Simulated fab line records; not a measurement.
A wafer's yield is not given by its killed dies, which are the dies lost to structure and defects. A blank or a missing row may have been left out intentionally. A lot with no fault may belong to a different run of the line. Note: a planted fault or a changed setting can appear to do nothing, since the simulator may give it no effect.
Code-filled problem report in 8D (eight disciplines) form / flow sfqLine / the parts of the form that need people (team, actions taken, sign-off) are left out

1. THE PROBLEM
At SFQ_TRILAYER_M6_BARC_OPEN_METAL_ETCH_206, oesProductAu averages 0.881 a.u. over 3 wafers from 2 lots, while fault-free wafers read 0.685 a.u., standard deviation 0.0047. Measured from the usual mean, that is +42 standard deviations.
The step: etches BARC in O2, target depth 125 nm, time 41.7 s.
Seen first at day 63 13:46 on rieMetal-01, wafer L120.1. The record holds 17 wafers of 6 lots with a number at this step. Rule for "out", or "out of limits": more than 4 standard deviations from the usual mean. Any other wafer with a number is counted as sound.

2. WHAT IT IS AND WHAT IT IS NOT
question=which readings at this step | is=oesProductAu, runLengthS | is not=drypumpMotorCurrentA
question=which lots | is=L120, L121 | is not=L106, L108, L109, L127
question=which wafers of those lots | is=L120.1, L121.1, L121.2 | is not=L120.4, L121.4
question=read on which tools | is=rieMetal-01 | is not=rieMetal-03, rieMetal-04
question=when | is=from day 63 13:46 | is not=up to then (10 sound wafers); but 4 sound wafers of L121, L127 came after

3. WHAT RULES OUT EACH SUSPECT
Counting: any tool at a process step up to the reading remains a suspect provided it ran every lot that is out. Sound lots after the first of them don't rule it out here, since some wafers of a struck lot are sound.
- pvdSputter-05 at SFQ_TRILAYER_M6_DEP_SPUTTER_157 (material Nb, target thk 200 nm, time 133.3 s): kept. It ran every lot that is out, first L120 (day 62 14:46).
- rieMetal-01 at SFQ_TRILAYER_M6_BARC_OPEN_METAL_ETCH_206 (etches BARC in O2, target depth 125 nm, time 41.7 s): kept. Every lot that is out went through it, the first being L120 (day 63 13:46); the last sound lot it ran before that was L108 (day 60 12:01). Its own readings are out on those wafers: oesProductAu, runLengthS.
What counting leaves: pvdSputter-05 at SFQ_TRILAYER_M6_DEP_SPUTTER_157 and rieMetal-01 at SFQ_TRILAYER_M6_BARC_OPEN_METAL_ETCH_206.

4. THE CAUSE (what the simulator had put in)
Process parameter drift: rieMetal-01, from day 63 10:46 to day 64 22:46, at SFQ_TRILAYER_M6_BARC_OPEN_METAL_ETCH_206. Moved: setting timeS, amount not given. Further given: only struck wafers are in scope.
Counting left 2 suspects, and this tool is among them.

5. THE EFFECT CHAIN, in route order
One row per reading whose mean, taken over the struck wafers that have a number, lies over 3 standard deviations from the usual. Only readings for which the record gives a usual standard deviation are gone through. hours: the time from each lot's start at the first step in this table that gives one to its start at this step, as a median over the lots. sigmas: the change in usual standard deviations.
hours=0; step=SFQ_TRILAYER_M6_BARC_OPEN_METAL_ETCH_206; reading=oesProductAu; usual=0.685 a.u.; on struck wafers=0.881; change=+0.196; sigmas=+42
hours=0; step=SFQ_TRILAYER_M6_BARC_OPEN_METAL_ETCH_206; reading=runLengthS; usual=70.0 s; on struck wafers=58.5; change=-11.5; sigmas=-35
The process steps in it:
- SFQ_TRILAYER_M6_BARC_OPEN_METAL_ETCH_206: etches BARC in O2, target depth 125 nm, time 41.7 s.
Readings that are blank on the struck wafers while sound wafers have them: rfFwdPowerW at SFQ_TRILAYER_M6_BARC_OPEN_METAL_ETCH_206.

6. WHAT WOULD HAVE CAUGHT IT SOONER
In this record no reading fell out of limits until day 63 13:46, 3 hours after the fault had begun at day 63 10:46.
